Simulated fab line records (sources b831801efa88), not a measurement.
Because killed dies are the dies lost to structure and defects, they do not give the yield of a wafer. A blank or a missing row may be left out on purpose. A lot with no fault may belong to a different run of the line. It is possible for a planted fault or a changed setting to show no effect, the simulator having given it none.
Which tool did it? :: flow sky130 :: Sampling: 13 lots, 39 wafers, 3 of 708 route steps

== WHAT THE GAUGES READ, wafer by wafer ==
SKY_POLY_GATE_CD_MEAS_13: target cd 150 nm. Usual: cd nm reads 150.1 nm (standard deviation 1.5).
lot: L486
measured: day 17 05:39
on: cd sem-02
cd nm (nm): 152.4 153.8 153.6
flag: 

lot: L487
measured: day 17 22:46
on: cd sem-01
cd nm (nm): 149.9 149.7 149.5
flag: 

lot: L490
measured: day 18 07:54
on: cd sem-01
cd nm (nm): 152.3 152.0 151.2
flag: 

lot: L491
measured: day 18 21:54
on: cd sem-02
cd nm (nm): 149.2 148.5 149.2
flag: 

lot: L492
measured: day 18 22:13
on: cd sem-01
cd nm (nm): 149.1 151.3 151.0
flag: 

lot: L494
measured: day 20 00:36
on: cd sem-01
cd nm (nm): 148.3 148.8 148.0
flag: 

lot: L504
measured: day 23 07:52
on: cd sem-01
cd nm (nm): 150.6 149.7 149.6
flag: 

lot: L503
measured: day 23 08:41
on: cd sem-02
cd nm (nm): 149.9 149.1 149.8
flag: 

lot: L505
measured: day 23 14:04
on: cd sem-02
cd nm (nm): 148.7 148.8 151.8
flag: 

lot: L506
measured: day 23 20:02
on: cd sem-01
cd nm (nm): 148.4 149.0 150.1
flag: 

lot: L507
measured: day 23 23:16
on: cd sem-02
cd nm (nm): 152.3 151.4 152.8
flag: 

lot: L508
measured: day 24 08:01
on: cd sem-01
cd nm (nm): 150.8 151.2 149.8
flag: 

lot: L509
measured: day 24 09:39
on: cd sem-02
cd nm (nm): 148.9 149.9 149.1
flag: 

SKY_LDD_P_TW_MEAS_11. Usual: for LDD_P_TW the level is 638 and the standard deviation is 8.7.
lot: L486
measured: day 19 22:38
on: film metro-04
LDD_P_TW: 625 627 628
flag: 

lot: L487
measured: day 20 17:23
on: film metro-03
LDD_P_TW: 643 647 640
flag: 

lot: L490
measured: day 21 01:52
on: film metro-03
LDD_P_TW: 645 645 647
flag: 

lot: L491
measured: day 21 16:20
on: film metro-04
LDD_P_TW: 629 627 625
flag: 

lot: L492
measured: day 21 16:26
on: film metro-02
LDD_P_TW: 628 628 629
flag: 

lot: L494
measured: day 22 18:22
on: film metro-03
LDD_P_TW: 645 648 649
flag: 

lot: L504
measured: day 25 20:25
on: film metro-03
LDD_P_TW: 644 648 645
flag: 

lot: L503
measured: day 25 23:31
on: film metro-03
LDD_P_TW: 648 646 647
flag: 

lot: L505
measured: day 26 04:23
on: film metro-03
LDD_P_TW: 651 647 648
flag: 

lot: L506
measured: day 26 13:13
on: film metro-03
LDD_P_TW: 649 650 647
flag: 

lot: L507
measured: day 26 13:23
on: film metro-02
LDD_P_TW: 629 629 629
flag: 

lot: L508
measured: day 26 22:13
on: film metro-02
LDD_P_TW: 626 630 624
flag: 

lot: L509
measured: day 26 23:44
on: film metro-03
LDD_P_TW: 645 651 652
flag: 

== WHAT TOOL EACH LOT RAN ON (gives the tool, then ch and the chambers of the sampled wafers, and finally the start) ==
lot: L486
SKY_LDD_P_STRIP_10: plasma asher-04 ch 0, day 19 22:31

lot: L487
SKY_LDD_P_STRIP_10: plasma asher-02 ch 0,1, day 20 17:17

lot: L490
SKY_LDD_P_STRIP_10: plasma asher-03 ch 0,1, day 21 01:46

lot: L491
SKY_LDD_P_STRIP_10: plasma asher-03 ch 0,1, day 21 16:13

lot: L492
SKY_LDD_P_STRIP_10: plasma asher-04 ch 0,1, day 21 16:20

lot: L494
SKY_LDD_P_STRIP_10: plasma asher-03 ch 0,1, day 22 18:16

lot: L504
SKY_LDD_P_STRIP_10: plasma asher-02 ch 0,1, day 25 20:19

lot: L503
SKY_LDD_P_STRIP_10: plasma asher-04 ch 0,1, day 25 23:25

lot: L505
SKY_LDD_P_STRIP_10: plasma asher-04 ch 0,1, day 26 04:17

lot: L506
SKY_LDD_P_STRIP_10: plasma asher-04 ch 0,1, day 26 13:07

lot: L507
SKY_LDD_P_STRIP_10: plasma asher-03 ch 0,1, day 26 13:16

lot: L508
SKY_LDD_P_STRIP_10: plasma asher-03 ch 0,1, day 26 22:07

lot: L509
SKY_LDD_P_STRIP_10: plasma asher-02 ch 0,1, day 26 23:38
- SKY_LDD_P_STRIP_10: strips in O2/N2.

== AS READ BY THE TOOLS THEMSELVES (means over the sampled wafers that have a number; for cases with no such wafer, the mark the record gives instead) ==
SKY_LDD_P_STRIP_10. Usual: drypump motor current A 5.6 A, standard deviation 0.47; oes product au 0.715 a.u., standard deviation 0.0042; strip time to endpoint s 14.18 s, standard deviation 0.039.
lot: L486
tool: plasma asher-04
drypump motor current A (A): 6.2
oes product au (a.u.): 0.717
strip time to endpoint s (s): 14.27
flag: 

lot: L487
tool: plasma asher-02
drypump motor current A (A): 5.8
oes product au (a.u.): 0.717
strip time to endpoint s (s): 14.18
flag: 

lot: L490
tool: plasma asher-03
drypump motor current A (A): 5.3
oes product au (a.u.): 0.714
strip time to endpoint s (s): 14.15
flag: 

lot: L491
tool: plasma asher-03
drypump motor current A (A): 5.4
oes product au (a.u.): 0.715
strip time to endpoint s (s): 14.19
flag: 

lot: L492
tool: plasma asher-04
drypump motor current A (A): 5.3
oes product au (a.u.): 0.715
strip time to endpoint s (s): 14.19
flag: 

lot: L494
tool: plasma asher-03
drypump motor current A (A): 5.3
oes product au (a.u.): 0.714
strip time to endpoint s (s): 14.18
flag: 

lot: L504
tool: plasma asher-02
drypump motor current A (A): 5.9
oes product au (a.u.): 0.713
strip time to endpoint s (s): 14.15
flag: 

lot: L503
tool: plasma asher-04
drypump motor current A (A): 5.7
oes product au (a.u.): 0.716
strip time to endpoint s (s): 14.21
flag: 

lot: L505
tool: plasma asher-04
drypump motor current A (A): 5.7
oes product au (a.u.): 0.716
strip time to endpoint s (s): 14.20
flag: 

lot: L506
tool: plasma asher-04
drypump motor current A (A): 5.3
oes product au (a.u.): 0.714
strip time to endpoint s (s): 14.14
flag: 

lot: L507
tool: plasma asher-03
drypump motor current A (A): 5.4
oes product au (a.u.): 0.716
strip time to endpoint s (s): 14.16
flag: 

lot: L508
tool: plasma asher-03
drypump motor current A (A): 5.4
oes product au (a.u.): 0.713
strip time to endpoint s (s): 14.22
flag: 

lot: L509
tool: plasma asher-02
drypump motor current A (A): 6.0
oes product au (a.u.): 0.718
strip time to endpoint s (s): 14.16
flag: 

== THE ANSWER, worked out from the rows above alone ==
Rule: a lot is off if the mean of its wafers that have a number lies more than 3 standard deviations from the usual mean. Also off: a lot with no number at a reading for which 4 or more lots have one. All remaining lots with rows at the step are treated as sound. After the gauges, taken in route order, come the tools' own readings; for these a lot's mean is taken, as printed above. At the first step where some lot is off, the reading lying furthest off is the one used; lots without a number count as furthest.
Nothing can be told from this: no lot is off at any reading shown.

== WHAT THE SIMULATOR HAD PUT IN ==
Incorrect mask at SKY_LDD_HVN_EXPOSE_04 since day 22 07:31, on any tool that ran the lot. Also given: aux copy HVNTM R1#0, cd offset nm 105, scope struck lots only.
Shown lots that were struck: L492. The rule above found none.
